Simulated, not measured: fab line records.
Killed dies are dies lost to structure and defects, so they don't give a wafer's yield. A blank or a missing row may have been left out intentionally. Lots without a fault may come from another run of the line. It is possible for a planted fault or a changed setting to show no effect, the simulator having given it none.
Which tool did it? :: flow gf180mcu :: 13 lots, 39 wafers sampled, at 5 steps of a route of 602

## WHAT THE GAUGES READ, wafer by wafer
GF_STI_BOW_MEAS_00.
lot: L674
measured: day 1 10:01
on: film-metro-02
INCOMING_BOW (um): 4 -1 6

lot: L675
measured: day 1 15:02
on: film-metro-03
INCOMING_BOW (um): 2 1 -4

lot: L680
measured: day 2 16:01
on: film-metro-03
INCOMING_BOW (um): 4 13 2

lot: L681
measured: day 2 21:00
on: film-metro-03
INCOMING_BOW (um): 12 8 -4

lot: L685
measured: day 3 17:00
on: film-metro-01
INCOMING_BOW (um): -8 0 -10

lot: L687
measured: day 4 03:01
on: film-metro-03
INCOMING_BOW (um): -8 10 -12

lot: L688
measured: day 4 08:01
on: film-metro-01
INCOMING_BOW (um): -5 7 7

lot: L690
measured: day 4 18:02
on: film-metro-01
INCOMING_BOW (um): 7 10 11

lot: L691
measured: day 4 23:00
on: film-metro-01
INCOMING_BOW (um): -1 1 -1

lot: L692
measured: day 5 04:04
on: film-metro-01
INCOMING_BOW (um): 8 -4 11

lot: L695
measured: day 5 19:00
on: film-metro-02
INCOMING_BOW (um): -8 1 -16

lot: L696
measured: day 6 00:00
on: film-metro-03
INCOMING_BOW (um): -4 -4 2

lot: L697
measured: day 6 05:02
on: film-metro-03
INCOMING_BOW (um): 1 5 0

GF_STI_THK_MEAS_30.
lot: L674
measured: day 2 07:11
on: film-metro-02
STI_OXIDATION_02_THK (nm): 9.57 9.88 9.96

lot: L675
measured: day 2 14:16
on: film-metro-01
STI_OXIDATION_02_THK (nm): 9.91 9.83 9.74

lot: L680
measured: day 3 15:52
on: film-metro-02
STI_OXIDATION_02_THK (nm): 10.01 10.06 10.02

lot: L681
measured: day 3 20:25
on: film-metro-03
STI_OXIDATION_02_THK (nm): 7.32 7.14 7.32

lot: L685
measured: day 4 15:50
on: film-metro-01
STI_OXIDATION_02_THK (nm): 7.19 7.35 7.16

lot: L687
measured: day 5 01:55
on: film-metro-02
STI_OXIDATION_02_THK (nm): 10.01 10.34 9.96

lot: L688
measured: day 5 08:31
on: film-metro-03
STI_OXIDATION_02_THK (nm): 10.28 10.33 10.40

lot: L690
measured: day 5 17:11
on: film-metro-02
STI_OXIDATION_02_THK (nm): 9.96 9.92 9.95

lot: L691
measured: day 6 02:47
on: film-metro-02
STI_OXIDATION_02_THK (nm): 10.15 10.23 10.02

lot: L692
measured: day 6 04:13
on: film-metro-01
STI_OXIDATION_02_THK (nm): 9.84 9.78 10.06

lot: L695
measured: day 6 19:56
on: film-metro-03
STI_OXIDATION_02_THK (nm): 10.11 10.11 9.94

lot: L696
measured: day 7 01:26
on: film-metro-03
STI_OXIDATION_02_THK (nm): 9.77 9.94 9.99

lot: L697
measured: day 7 06:03
on: film-metro-02
STI_OXIDATION_02_THK (nm): 9.87 9.81 9.87

GF_MVSD_OVL_MEAS_07.
lot: L674
measured: day 4 16:22
on: overlay-02
MVSD_OVL (nm): 0.5 3.0 1.2

lot: L675
measured: day 5 01:44
on: overlay-02
MVSD_OVL (nm): 0.3 3.4 3.7

lot: L680
measured: day 6 06:36
on: overlay-01
MVSD_OVL (nm): 0.4 0.0 -0.6

lot: L681
measured: day 6 12:25
on: overlay-01
MVSD_OVL (nm): -1.8 -0.7 -0.5

lot: L685
measured: day 7 10:40
on: overlay-01
MVSD_OVL (nm): 2.8 2.2 3.2

lot: L687
measured: day 7 22:08
on: overlay-02
MVSD_OVL (nm): 4.2 1.9 1.8

lot: L688
measured: day 8 06:53
on: overlay-01
MVSD_OVL (nm): -0.8 -0.7 1.8

lot: L690
measured: day 8 15:43
on: overlay-02
MVSD_OVL (nm): 0.4 -0.1 -0.8

lot: L691
measured: day 9 03:04
on: overlay-01
MVSD_OVL (nm): 2.6 -1.0 2.2

lot: L692
measured: day 9 05:08
on: overlay-02
MVSD_OVL (nm): 0.0 0.7 -0.9

lot: L695
measured: day 9 22:41
on: overlay-01
MVSD_OVL (nm): 0.4 2.0 3.8

lot: L696
measured: day 10 06:19
on: overlay-02
MVSD_OVL (nm): 2.5 2.2 1.5

lot: L697
measured: day 10 10:59
on: overlay-01
MVSD_OVL (nm): 1.3 0.1 2.1

## WHAT TOOL EACH LOT RAN ON (gives the tool, then ch and the chambers of the sampled wafers, and finally the start)
lot: L674
GF_STI_CMP_25: cmp-02 ch 0,3, day 2 04:51
GF_STI_OXIDATION_29: furnace-02 ch 0, day 2 05:47

lot: L675
GF_STI_CMP_25: cmp-02 ch 0,1,3, day 2 11:34
GF_STI_OXIDATION_29: furnace-02 ch 0, day 2 12:52

lot: L680
GF_STI_CMP_25: cmp-01 ch 0,1,3, day 3 13:35
GF_STI_OXIDATION_29: furnace-02 ch 0, day 3 14:28

lot: L681
GF_STI_CMP_25: cmp-02 ch 0,1,3, day 3 18:14
GF_STI_OXIDATION_29: furnace-01 ch 0, day 3 19:01

lot: L685
GF_STI_CMP_25: cmp-02 ch 0,1,2, day 4 13:33
GF_STI_OXIDATION_29: furnace-01 ch 0, day 4 14:26

lot: L687
GF_STI_CMP_25: cmp-01 ch 0,1,3, day 4 23:08
GF_STI_OXIDATION_29: furnace-02 ch 0, day 5 00:31

lot: L688
GF_STI_CMP_25: cmp-02 ch 0,1,3, day 5 06:16
GF_STI_OXIDATION_29: furnace-02 ch 0, day 5 07:07

lot: L690
GF_STI_CMP_25: cmp-01 ch 0,1,3, day 5 14:53
GF_STI_OXIDATION_29: furnace-02 ch 0, day 5 15:46

lot: L691
GF_STI_CMP_25: cmp-01 ch 0,2,3, day 6 00:32
GF_STI_OXIDATION_29: furnace-02 ch 0, day 6 01:23

lot: L692
GF_STI_CMP_25: cmp-01 ch 0,3, day 6 01:44
GF_STI_OXIDATION_29: furnace-02 ch 0, day 6 02:47

lot: L695
GF_STI_CMP_25: cmp-02 ch 0,1,3, day 6 17:30
GF_STI_OXIDATION_29: furnace-02 ch 0, day 6 18:32

lot: L696
GF_STI_CMP_25: cmp-01 ch 0,2, day 6 22:22
GF_STI_OXIDATION_29: furnace-01 ch 0, day 7 00:02

lot: L697
GF_STI_CMP_25: cmp-01 ch 2,3, day 7 03:47
GF_STI_OXIDATION_29: furnace-02 ch 0, day 7 04:38
- GF_STI_CMP_25: polishes, stops on Si3N4, t overpolish 33 s, target thk 524.6 nm.
- GF_STI_OXIDATION_29: stabilise 600 s, purge 300 s, target thk 10 nm.

## AS READ BY THE TOOLS THEMSELVES (means over the sampled wafers that have a number; for cases with no such wafer, the mark the record gives instead)
GF_STI_CMP_25.
lot: L674
tool: cmp-02
motor-current-A (A): 10.9
overpolish-run-s (s): 32.995
retaining-ring-pressure-frac: 1.004
time-to-endpoint-s (s): 130

lot: L675
tool: cmp-02
motor-current-A (A): 12.5
overpolish-run-s (s): 33.012
retaining-ring-pressure-frac: 0.999
time-to-endpoint-s (s): 129

lot: L680
tool: cmp-01
motor-current-A (A): 11.1
overpolish-run-s (s): 33.004
retaining-ring-pressure-frac: 1.003
time-to-endpoint-s (s): 123

lot: L681
tool: cmp-02
motor-current-A (A): 11.8
overpolish-run-s (s): 33.002
retaining-ring-pressure-frac: 1.000
time-to-endpoint-s (s): 127

lot: L685
tool: cmp-02
motor-current-A (A): 12.9
overpolish-run-s (s): 33.001
retaining-ring-pressure-frac: 1.001
time-to-endpoint-s (s): 130

lot: L687
tool: cmp-01
motor-current-A (A): 11.3
overpolish-run-s (s): 32.993
retaining-ring-pressure-frac: 1.000
time-to-endpoint-s (s): 119

lot: L688
tool: cmp-02
motor-current-A (A): 12.5
overpolish-run-s (s): 33.001
retaining-ring-pressure-frac: 1.002
time-to-endpoint-s (s): 132

lot: L690
tool: cmp-01
motor-current-A (A): 11.0
overpolish-run-s (s): 33.000
retaining-ring-pressure-frac: 0.996
time-to-endpoint-s (s): 116

lot: L691
tool: cmp-01
motor-current-A (A): 11.1
overpolish-run-s (s): 32.992
retaining-ring-pressure-frac: 1.002
time-to-endpoint-s (s): 114

lot: L692
tool: cmp-01
motor-current-A (A): 11.5
overpolish-run-s (s): 32.997
retaining-ring-pressure-frac: 1.003
time-to-endpoint-s (s): 123

lot: L695
tool: cmp-02
motor-current-A (A): 12.3
overpolish-run-s (s): 33.006
retaining-ring-pressure-frac: 0.998
time-to-endpoint-s (s): 136

lot: L696
tool: cmp-01
motor-current-A (A): 11.3
overpolish-run-s (s): 32.999
retaining-ring-pressure-frac: 0.993
time-to-endpoint-s (s): 122

lot: L697
tool: cmp-01
motor-current-A (A): 10.9
overpolish-run-s (s): 32.992
retaining-ring-pressure-frac: 0.997
time-to-endpoint-s (s): 123

## THE ANSWER, worked out from the rows above alone
Rule: the lots themselves supply what counts as usual. The widest of any qualifying gaps counts: lots, ordered by their means at a reading, are off when they make up no more than a third of the lots, leave a main group of 4 or more, and stand apart from it by 3 or more times the standard deviation of that group's means. A main group is skipped when, at the precision printed for the reading in the tables above, its means are all equal. Also off: a lot with no number at a reading for which 4 or more lots have one. The other lots that the step has rows for count as sound. After the gauges, taken in route order, come the tools' own readings; for these a lot's mean is taken, as printed above. At the first step where some lot is off, the reading lying furthest off is the one used; lots without a number count as furthest.
Off: at GF_STI_THK_MEAS_30 (STI_OXIDATION_02_THK), L681, L685. The main group has a mean of 9.99 nm with a standard deviation of 0.15.
A tool fits if, at a process step before that reading, it ran every lot that is off, and no sound lot after the first of them. Those tools and the gauges at GF_STI_THK_MEAS_30 are tried in the same way. No candidate that was tried fits.

## WHAT THE SIMULATOR HAD PUT IN
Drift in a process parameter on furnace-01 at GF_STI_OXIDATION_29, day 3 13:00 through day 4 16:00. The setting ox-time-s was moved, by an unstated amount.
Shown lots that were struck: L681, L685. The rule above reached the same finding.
